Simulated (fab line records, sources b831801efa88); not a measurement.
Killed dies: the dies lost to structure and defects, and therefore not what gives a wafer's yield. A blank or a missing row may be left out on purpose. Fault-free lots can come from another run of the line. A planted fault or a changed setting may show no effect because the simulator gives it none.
fab line records    flow gf180mcu
record lots=24  wafers=72  last-day=34
route steps=602 shown M2@376 V2@408 V4@478 MIM@508 V5@542
lots that met no fault: from a run of the same line without faults
start-h: the number of hours between the record's first day and the start of the first shown wafer of the lot    wait-h: time in hours since the lot's previous step    " repeats the value in the row above    L1.1+2: one row covering several wafers at once    - either no value or no given start    * or withheld: withheld    < > ~ a bound
route shown NAME@n: a module of which the file shows steps, and the number in the route of the first    usual: the fault-free wafers' mean and standard deviation    same: alike in all rows    chamber/n: place in a boat    sites: the reading at each site    _std_site: the values' standard deviation    _edge_site: inner sites' mean taken away from outer sites' mean    radius-mm: for every site, how far away it sits from the centre of the wafer    mask NAME#n: copy n    behind: the most recent tool/chamber to have shaped the wafer    hold: cause of the lot's hold/its duration in hours/its outcome    device: whichever transistor did not switch (one of n, p or np)    end of line: the tests these same wafers got at the end of their route    for a step that has no rows: nothing shown but its recipe    killed: at the first sort, the dies lost to defects and structure; wafer yield is something else    map: a wafer's dies, marking killed ones x, the rest . and places with no die _
set.NAME: the setting as run; set.NAME@STEP: as run at that earlier step    model.NAME: the simulator's own value behind a step, which no gauge read
a sample of lots followed through the steps of the route, with each step as a table and each wafer as a row
services: the hour from which a tool's chamber was out of use, counted from the record's first day as start-h (under 0 if before that day), plus the number of hours and why
## steps
# step GF_M2_CD_MEAS_14
# recipe target-cd-nm=280
# usual cd-nm=280.3/1.2
lot.wafer  tool       chamber  start-h  wait-h  cd-nm
L074.1     cd-sem-01  -        434.92   0.1     279.5
L074.4     "          -        "        "       279.6
L074.6     "          -        "        "       278.1
L075.1     cd-sem-01  -        452.64   0.1     279.2
L075.3     "          -        "        "       280.4
L075.5     "          -        "        "       280.7
L076.1     cd-sem-01  -        456.64   0.1     280.3
L076.4     "          -        "        "       280.8
L076.6     "          -        "        "       279.8
L077.1     cd-sem-01  -        463.17   0.1     280.5
L077.3     "          -        "        "       281.1
L077.4     "          -        "        "       281.2
L078.3     cd-sem-01  -        477.66   0.1     280.0
L078.4     "          -        "        "       280.3
L078.5     "          -        "        "       279.2
L079.3     cd-sem-01  -        483.11   0.1     278.0
L079.5     "          -        "        "       278.9
L079.6     "          -        "        "       279.7
L080.3     cd-sem-01  -        500.11   0.1     282.0
L080.5     "          -        "        "       280.9
L080.6     "          -        "        "       281.7
L081.1     cd-sem-02  -        505.87   0.1     281.9
L081.3     "          -        "        "       281.3
L081.6     "          -        "        "       281.7
L082.3     cd-sem-01  -        510.97   0.1     280.2
L082.4     "          -        "        "       279.8
L082.5     "          -        "        "       279.7
L083.1     cd-sem-02  -        514.07   0.1     280.5
L083.4     "          -        "        "       282.1
L083.6     "          -        "        "       280.7
L084.1     cd-sem-02  -        531.72   0.1     281.9
L084.2     "          -        "        "       281.8
L084.6     "          -        "        "       282.6
L085.1     cd-sem-02  -        535.12   0.1     281.1
L085.3     "          -        "        "       281.4
L085.6     "          -        "        "       280.4
L086.1     cd-sem-02  -        538.63   0.1     279.9
L086.4     "          -        "        "       281.2
L086.6     "          -        "        "       280.0
L087.1     cd-sem-02  -        553.37   0.1     279.5
L087.5     "          -        "        "       278.1
L087.6     "          -        "        "       279.3
L088.2     cd-sem-01  -        561.19   0.1     280.7
L088.4     "          -        "        "       281.8
L088.5     "          -        "        "       279.8
L089.3     cd-sem-02  -        580.56   0.1     281.4
L089.4     "          -        "        "       281.8
L089.6     "          -        "        "       281.0
L090.3     cd-sem-01  -        581.86   0.1     279.5
L090.5     "          -        "        "       279.4
L090.6     "          -        "        "       279.0
L091.2     cd-sem-02  -        584.09   0.1     279.8
L091.4     "          -        "        "       279.1
L091.5     "          -        "        "       279.0
L092.1     cd-sem-01  -        598.88   0.1     280.9
L092.2     "          -        "        "       280.1
L092.3     "          -        "        "       280.2
L094.1     cd-sem-02  -        605.93   0.1     281.4
L094.2     "          -        "        "       282.5
L094.3     "          -        "        "       281.8
L093.1     cd-sem-02  -        606.28   0.1     279.6
L093.2     "          -        "        "       278.1
L093.6     "          -        "        "       277.6
L095.1     cd-sem-01  -        610.47   0.1     280.6
L095.4     "          -        "        "       280.2
L095.6     "          -        "        "       280.9
L096.1     cd-sem-02  -        623.77   0.1     278.5
L096.2     "          -        "        "       280.1
L096.3     "          -        "        "       279.8
L097.1     cd-sem-02  -        627.67   0.1     282.0
L097.3     "          -        "        "       282.2
L097.4     "          -        "        "       281.5
# step GF_V2_CMP_26
# recipe stop-on=SiO2  down-force-psi=3.5  platen-rpm=60  t-overpolish-s=15  target-thk-nm=0  pad-velocity-m-s=0.94248
# usual motor-current-A=11.0/1  overpolish-run-s=14.999/0.0087  time-to-endpoint-s=85.0/2.3
lot.wafer  tool    chamber  start-h  wait-h  motor-current-A  overpolish-run-s  time-to-endpoint-s
L074.4     cmp-02  0        461.80   0.0     12.1             14.999            85.4
L074.1     "       2        "        "       9.7              14.998            85.6
L074.6     "       1        "        "       10.6             15.001            86.0
L075.1     cmp-01  3        479.61   0.1     9.2              15.004            85.0
L075.3     "       1        "        "       10.4             15.003            84.7
L075.5     "       0        "        "       10.3             15.000            86.7
L076.1     cmp-02  2        483.66   0.1     9.5              15.008            84.6
L076.4     "       3        "        "       11.9             14.997            85.4
L076.6     "       2        "        "       9.6              14.991            86.5
L077.1     cmp-01  3        489.86   0.1     9.5              14.992            88.5
L077.4     "       0        "        "       10.4             15.014            83.9
L077.3     "       1        "        "       10.2             14.999            80.5
L078.4     cmp-01  1        503.73   0.0     10.7             15.006            86.8
L078.3     "       3        "        "       10.3             14.995            86.6
L078.5     "       1        "        "       11.2             14.969            83.7
L079.3     cmp-01  2        510.12   0.1     12.2             14.999            84.3
L079.6     "       1        "        "       11.0             14.991            83.3
L079.5     "       2        "        "       11.5             15.013            82.4
L080.3     cmp-01  3        526.54   0.2     10.2             14.988            83.2
L080.5     "       0        "        "       10.1             15.004            82.4
L080.6     "       1        "        "       10.5             14.985            87.1
L081.3     cmp-01  2        532.24   0.1     12.1             14.997            79.5
L081.1     "       3        "        "       9.3              15.005            83.5
L081.6     "       1        "        "       10.4             15.005            86.0
L082.3     cmp-02  3        536.51   0.0     11.8             15.007            86.1
L082.4     "       0        "        "       11.9             15.008            83.5
L082.5     "       0        "        "       11.9             14.998            85.2
L083.4     cmp-01  1        539.48   0.1     10.9             15.007            80.3
L083.1     "       2        "        "       11.8             14.996            78.6
L083.6     "       0        "        "       10.6             14.994            83.1
L084.1     cmp-02  0        556.98   0.1     11.4             15.005            86.9
L084.2     "       1        "        "       11.9             15.006            87.0
L084.6     "       1        "        "       11.2             15.010            85.6
L085.3     cmp-01  0        560.46   0.0     10.5             15.006            85.6
L085.1     "       3        "        "       10.2             15.001            91.7
L085.6     "       1        "        "       10.6             15.009            89.2
L086.4     cmp-02  0        563.73   0.1     12.2             15.018            87.8
L086.1     "       1        "        "       11.4             14.997            86.6
L086.6     "       0        "        "       12.1             15.004            89.0
L087.1     cmp-02  3        578.48   0.1     12.4             15.003            82.1
L087.6     "       2        "        "       9.1              15.006            84.8
L087.5     "       3        "        "       13.2             14.996            83.3
L088.2     cmp-02  3        585.91   0.1     12.8             15.009            84.8
L088.4     "       0        "        "       11.4             15.002            83.9
L088.5     "       2        "        "       9.7              14.994            82.6
L089.4     cmp-02  2        604.36   0.1     9.5              15.002            85.5
L089.3     "       0        "        "       11.7             15.000            84.4
L089.6     "       2        "        "       9.6              14.992            88.7
L090.3     cmp-02  2        605.88   0.0     9.7              14.995            85.0
L090.5     "       2        "        "       9.6              15.002            83.0
L090.6     "       3        "        "       12.5             15.005            84.2
L091.4     cmp-02  3        607.88   0.0     12.9             15.007            84.9
L091.2     "       2        "        "       9.9              15.015            82.4
L091.5     "       3        "        "       12.9             15.008            83.5
L092.2     cmp-02  0        621.98   0.0     12.4             15.007            81.8
L092.3     "       1        "        "       11.2             14.997            87.2
L092.1     "       2        "        "       9.2              15.011            85.2
L094.3     cmp-01  2        629.24   0.0     11.6             14.999            83.9
L094.1     "       0        "        "       10.2             14.999            86.3
L094.2     "       1        "        "       10.8             15.000            86.0
L093.1     cmp-02  1        629.78   0.1     11.9             14.979            81.0
L093.2     "       3        "        "       12.1             14.989            84.7
L093.6     "       1        "        "       11.4             15.000            84.5
L095.4     cmp-01  1        633.49   0.1     11.5             14.985            85.7
L095.1     "       3        "        "       10.0             14.983            85.6
L095.6     "       1        "        "       10.1             15.010            83.7
L096.1     cmp-01  3        646.69   0.1     9.7              14.989            86.8
L096.3     "       0        "        "       10.5             14.995            85.8
L096.2     "       2        "        "       11.9             14.996            83.9
L097.4     cmp-01  0        650.73   0.1     10.5             14.998            84.3
L097.1     "       1        "        "       10.6             14.987            85.9
L097.3     "       2        "        "       11.6             15.008            85.7
# step GF_V4_CVD_02
# recipe material=SiO2  target-thk-nm=850  precursor=TEOS  temp-c=400  time-s=94.851  rf-w=600
# usual heater-power-w=678/80
lot.wafer  tool      chamber  start-h  wait-h  heater-power-w
L074.1     pecvd-01  2        536.77   0.1     749
L074.4     "         1        "        "       618
L074.6     "         2        "        "       781
L075.1     pecvd-01  2        552.53   0.1     735
L075.3     "         1        "        "       563
L075.5     "         1        "        "       583
L076.1     pecvd-04  2        557.83   0.1     739
L076.4     "         2        "        "       612
L076.6     "         0        "        "       744
L077.1     pecvd-01  0        562.85   0.1     640
L077.3     "         2        "        "       705
L077.4     "         1        "        "       623
L078.3     pecvd-03  2        575.09   0.0     670
L078.4     "         2        "        "       699
L078.5     "         0        "        "       726
L079.3     pecvd-04  2        581.80   0.0     714
L079.5     "         2        "        "       760
L079.6     "         1        "        "       621
L080.3     pecvd-01  2        596.42   0.0     752
L080.5     "         0        "        "       718
L080.6     "         1        "        "       482
L081.1     pecvd-04  2        602.69   0.1     748
L081.3     "         1        "        "       609
L081.6     "         1        "        "       646
L082.3     pecvd-01  0        606.17   0.0     631
L082.4     "         1        "        "       628
L082.5     "         2        "        "       655
L083.1     pecvd-01  2        609.75   0.1     781
L083.4     "         0        "        "       597
L083.6     "         1        "        "       567
L084.1     pecvd-04  0        624.84   0.1     751
L084.2     "         1        "        "       604
L084.6     "         1        "        "       622
L085.1     pecvd-04  0        629.30   0.1     769
L085.3     "         2        "        "       666
L085.6     "         1        "        "       623
L086.1     pecvd-04  0        632.22   0.1     651
L086.4     "         2        "        "       600
L086.6     "         0        "        "       734
L087.1     pecvd-03  2        645.11   0.1     579
L087.5     "         1        "        "       674
L087.6     "         2        "        "       636
L088.2     pecvd-03  0        652.65   0.0     821
L088.4     "         1        "        "       671
L088.5     "         0        "        "       680
L089.3     pecvd-01  2        669.50   0.0     646
L089.4     "         2        "        "       722
L089.6     "         1        "        "       596
L090.3     pecvd-03  0        670.35   0.0     805
L090.5     "         0        "        "       848
L090.6     "         1        "        "       763
L091.2     pecvd-01  0        672.43   0.0     607
L091.4     "         1        "        "       632
L091.5     "         2        "        "       769
L092.1     pecvd-04  2        684.79   0.1     769
L092.2     "         1        "        "       627
L092.3     "         0        "        "       697
L094.1     pecvd-04  2        692.32   0.1     695
L094.2     "         0        "        "       696
L094.3     "         1        "        "       555
L093.1     pecvd-01  0        692.76   0.1     661
L093.2     "         2        "        "       746
L093.6     "         2        "        "       785
L095.1     pecvd-03  0        695.31   0.1     802
L095.4     "         2        "        "       727
L095.6     "         0        "        "       672
L096.1     pecvd-01  0        706.98   0.1     632
L096.2     "         1        "        "       594
L096.3     "         2        "        "       802
L097.1     pecvd-01  0        710.95   0.1     670
L097.3     "         1        "        "       568
L097.4     "         2        "        "       756
# step GF_MIM_CVD_05
# recipe material=Si3N4  target-thk-nm=42  temp-max-c=400  temp-c=385  time-s=29.086  rf-w=450
# usual heater-power-w=669/80
lot.wafer  tool      chamber  start-h  wait-h  heater-power-w
L074.1     pecvd-02  2        561.63   0.0     653
L074.4     "         1        "        "       685
L074.6     "         2        "        "       642
L075.1     pecvd-01  0        576.97   0.0     615
L075.3     "         1        "        "       599
L075.5     "         0        "        "       610
L076.1     pecvd-02  1        581.90   0.0     588
L076.4     "         0        "        "       804
L076.6     "         2        "        "       637
L077.1     pecvd-01  0        586.76   0.0     623
L077.3     "         1        "        "       578
L077.4     "         0        "        "       632
L078.3     pecvd-01  0        598.20   0.0     721
L078.4     "         2        "        "       671
L078.5     "         1        "        "       552
L079.3     pecvd-03  2        605.15   0.0     665
L079.5     "         1        "        "       797
L079.6     "         2        "        "       670
L080.3     pecvd-01  1        618.85   0.0     608
L080.5     "         1        "        "       583
L080.6     "         0        "        "       643
L081.1     pecvd-03  0        625.95   0.0     756
L081.3     "         2        "        "       588
L081.6     "         1        "        "       788
L082.3     pecvd-02  1        628.96   0.0     673
L082.4     "         2        "        "       622
L082.5     "         1        "        "       541
L083.1     pecvd-01  0        632.60   0.0     723
L083.4     "         2        "        "       775
L083.6     "         1        "        "       593
L084.1     pecvd-01  1        648.16   0.0     528
L084.2     "         0        "        "       612
L084.6     "         1        "        "       519
L085.1     pecvd-01  2        651.99   0.0     745
L085.3     "         1        "        "       558
L085.6     "         0        "        "       599
L086.1     pecvd-01  1        654.21   0.0     506
L086.4     "         2        "        "       695
L086.6     "         0        "        "       685
L087.1     pecvd-01  1        665.88   0.0     613
L087.5     "         1        "        "       616
L087.6     "         0        "        "       687
L088.2     pecvd-03  2        674.19   0.0     680
L088.4     "         2        "        "       670
L088.5     "         1        "        "       678
L089.3     pecvd-02  2        690.53   0.0     597
L089.4     "         0        "        "       739
L089.6     "         0        "        "       742
L090.3     pecvd-02  2        691.08   0.0     649
L090.5     "         0        "        "       800
L090.6     "         2        "        "       659
L091.2     pecvd-03  2        693.46   0.0     606
L091.4     "         2        "        "       602
L091.5     "         1        "        "       789
L092.1     pecvd-01  1        705.55   0.0     500
L092.2     "         2        "        "       619
L092.3     "         0        "        "       666
L094.1     pecvd-01  2        712.65   0.0     796
L094.2     "         1        "        "       581
L094.3     "         0        "        "       677
L093.1     pecvd-01  2        713.31   0.0     651
L093.2     "         1        "        "       570
L093.6     "         2        "        "       652
L095.1     pecvd-01  2        715.50   0.0     762
L095.4     "         0        "        "       603
L095.6     "         2        "        "       750
L096.1     pecvd-02  2        727.00   0.0     563
L096.2     "         0        "        "       746
L096.3     "         1        "        "       590
L097.1     pecvd-03  2        730.40   0.0     713
L097.3     "         0        "        "       665
L097.4     "         1        "        "       689
# step GF_V5_CVD_02
# recipe material=SiO2  target-thk-nm=1450  precursor=TEOS  temp-c=400  time-s=163.28  rf-w=600
# usual heater-power-w=668/96
lot.wafer  tool      chamber  start-h  wait-h  heater-power-w
L074.1     pecvd-04  0        605.78   0.1     796
L074.4     "         2        "        "       600
L074.6     "         1        "        "       516
L075.1     pecvd-01  1        620.52   0.1     607
L075.3     "         2        "        "       754
L075.5     "         2        "        "       639
L076.1     pecvd-02  0        625.06   0.1     892
L076.4     "         2        "        "       688
L076.6     "         1        "        "       643
L077.1     pecvd-01  1        630.87   0.1     586
L077.3     "         2        "        "       794
L077.4     "         1        "        "       629
L078.3     pecvd-01  1        639.98   0.0     597
L078.4     "         1        "        "       490
L078.5     "         0        "        "       596
L079.3     pecvd-02  0        648.39   0.0     843
L079.5     "         0        "        "       903
L079.6     "         2        "        "       685
L080.3     pecvd-01  0        659.26   0.0     644
L080.5     "         2        "        "       774
L080.6     "         0        "        "       708
L081.1     pecvd-02  0        666.51   0.1     890
L081.3     "         2        "        "       692
L081.6     "         0        "        "       732
L082.3     pecvd-04  2        670.14   0.0     730
L082.4     "         2        "        "       614
L082.5     "         1        "        "       619
L083.1     pecvd-02  1        673.40   0.1     659
L083.4     "         1        "        "       536
L083.6     "         0        "        "       862
L084.1     pecvd-01  0        687.43   0.1     665
L084.2     "         2        "        "       743
L084.6     "         0        "        "       711
L085.1     pecvd-01  1        690.60   0.1     570
L085.3     "         0        "        "       589
L085.6     "         2        "        "       784
L086.1     pecvd-04  1        693.60   0.1     638
L086.4     "         2        "        "       606
L086.6     "         0        "        "       636
L087.1     pecvd-02  1        704.59   0.1     700
L087.5     "         1        "        "       643
L087.6     "         2        "        "       627
L088.2     pecvd-02  1        712.87   0.0     598
L088.4     "         1        "        "       667
L088.5     "         0        "        "       740
L089.3     pecvd-02  0        728.15   0.0     895
L089.4     "         2        "        "       665
L089.6     "         1        "        "       538
L090.3     pecvd-01  1        729.10   0.0     530
L090.5     "         2        "        "       796
L090.6     "         1        "        "       597
L091.2     pecvd-01  1        731.36   0.0     562
L091.4     "         1        "        "       634
L091.5     "         0        "        "       583
L092.1     pecvd-04  2        742.12   0.1     744
L092.2     "         0        "        "       789
L092.3     "         1        "        "       593
L094.1     pecvd-04  2        748.78   0.1     716
L094.2     "         1        "        "       644
L094.3     "         0        "        "       701
L093.1     pecvd-02  1        750.20   0.1     600
L093.2     "         2        "        "       654
L093.6     "         1        "        "       666
L095.1     pecvd-02  2        751.75   0.1     673
L095.4     "         2        "        "       542
L095.6     "         1        "        "       544
L096.1     pecvd-02  1        760.38   0.1     702
L096.2     "         0        "        "       753
L096.3     "         2        "        "       692
L097.1     pecvd-04  1        764.86   0.1     591
L097.3     "         2        "        "       738
L097.4     "         1        "        "       643
# step GF_V5_RS_MEAS_24
# recipe thk-meas-gauge=four-point-probe  reads=W_of_V5_CVD_23+TiN_of_V5_SPUTTER_22+Ti_of_V5_SPUTTER_21
# usual V5_W_RS=0.327/0.0031
lot.wafer  tool           chamber  start-h  wait-h  V5_W_RS[ohm/sq]
L074.1     film-metro-02  -        627.77   0.1     0.328
L074.4     "              -        "        "       0.329
L074.6     "              -        "        "       0.330
L075.1     film-metro-02  -        642.74   0.1     0.328
L075.3     "              -        "        "       0.325
L075.5     "              -        "        "       0.326
L076.1     film-metro-04  -        647.66   0.1     0.331
L076.4     "              -        "        "       0.330
L076.6     "              -        "        "       0.326
L077.1     film-metro-02  -        652.72   0.1     0.328
L077.3     "              -        "        "       0.325
L077.4     "              -        "        "       0.328
L078.3     film-metro-01  -        661.25   0.1     0.327
L078.4     "              -        "        "       0.324
L078.5     "              -        "        "       0.330
L079.3     film-metro-02  -        667.95   0.1     0.332
L079.5     "              -        "        "       0.323
L079.6     "              -        "        "       0.330
L080.3     film-metro-04  -        679.58   0.1     0.327
L080.5     "              -        "        "       0.324
L080.6     "              -        "        "       0.326
L081.1     film-metro-01  -        687.18   0.1     0.323
L081.3     "              -        "        "       0.328
L081.6     "              -        "        "       0.328
L082.3     film-metro-02  -        690.09   0.1     0.325
L082.4     "              -        "        "       0.324
L082.5     "              -        "        "       0.327
L083.1     film-metro-01  -        694.18   0.1     0.329
L083.4     "              -        "        "       0.331
L083.6     "              -        "        "       0.334
L084.1     film-metro-02  -        707.41   0.1     0.331
L084.2     "              -        "        "       0.334
L084.6     "              -        "        "       0.332
L085.1     film-metro-01  -        710.72   0.1     0.329
L085.3     "              -        "        "       0.331
L085.6     "              -        "        "       0.330
L086.1     film-metro-02  -        713.70   0.1     0.330
L086.4     "              -        "        "       0.327
L086.6     "              -        "        "       0.328
L087.1     film-metro-02  -        723.64   0.1     0.332
L087.5     "              -        "        "       0.332
L087.6     "              -        "        "       0.324
L088.2     film-metro-04  -        732.54   0.1     0.328
L088.4     "              -        "        "       0.334
L088.5     "              -        "        "       0.329
L089.3     film-metro-04  -        747.65   0.1     0.325
L089.4     "              -        "        "       0.328
L089.6     "              -        "        "       0.326
L090.3     film-metro-04  -        747.88   0.1     0.324
L090.5     "              -        "        "       0.323
L090.6     "              -        "        "       0.321
L091.2     film-metro-02  -        749.74   0.1     0.325
L091.4     "              -        "        "       0.320
L091.5     "              -        "        "       0.325
L092.1     film-metro-01  -        759.08   0.1     0.330
L092.2     "              -        "        "       0.330
L092.3     "              -        "        "       0.327
L094.1     film-metro-01  -        767.67   0.1     0.325
L094.2     "              -        "        "       0.325
L094.3     "              -        "        "       0.323
L093.1     film-metro-02  -        768.64   0.1     0.327
L093.2     "              -        "        "       0.334
L093.6     "              -        "        "       0.328
L095.1     film-metro-01  -        770.37   0.1     0.326
L095.4     "              -        "        "       0.329
L095.6     "              -        "        "       0.326
L096.1     film-metro-04  -        777.39   0.1     0.326
L096.2     "              -        "        "       0.321
L096.3     "              -        "        "       0.326
L097.1     film-metro-04  -        781.94   0.1     0.329
L097.3     "              -        "        "       0.329
L097.4     "              -        "        "       0.329
## services
tool      chamber  start-h  hours  kind
pecvd-03  2        440.04   4.4    repair
cmp-02    -        447.43   0.5    repair
cmp-01    -        459.28   0.3    repair
pecvd-01  -        491.17   5.5    pm
pecvd-04  -        499.79   2.8    pm
cmp-01    -        502.14   0.9    repair
pecvd-01  -        506.98   0.5    repair
cmp-01    -        520.97   0.2    repair
cmp-01    -        553.92   4.2    pm
cmp-01    -        572.00   4.0    pm
cmp-01    -        585.98   2.4    repair
pecvd-02  0        590.68   22.2   repair
pecvd-03  -        591.12   14.0   pm
pecvd-02  -        630.09   1.1    repair
cmp-02    -        638.21   11.7   pm
pecvd-04  -        658.23   1.1    repair
cmp-02    -        678.92   0.3    repair
pecvd-02  1        690.32   4.7    repair
pecvd-02  0        702.91   3.4    repair
cmp-01    -        722.64   0.7    repair
cmp-02    -        724.76   4.2    pm
cmp-02    -        747.30   4.0    pm
pecvd-03  0        747.79   6.5    repair
cmp-01    -        763.67   1.5    repair
## key
fault none
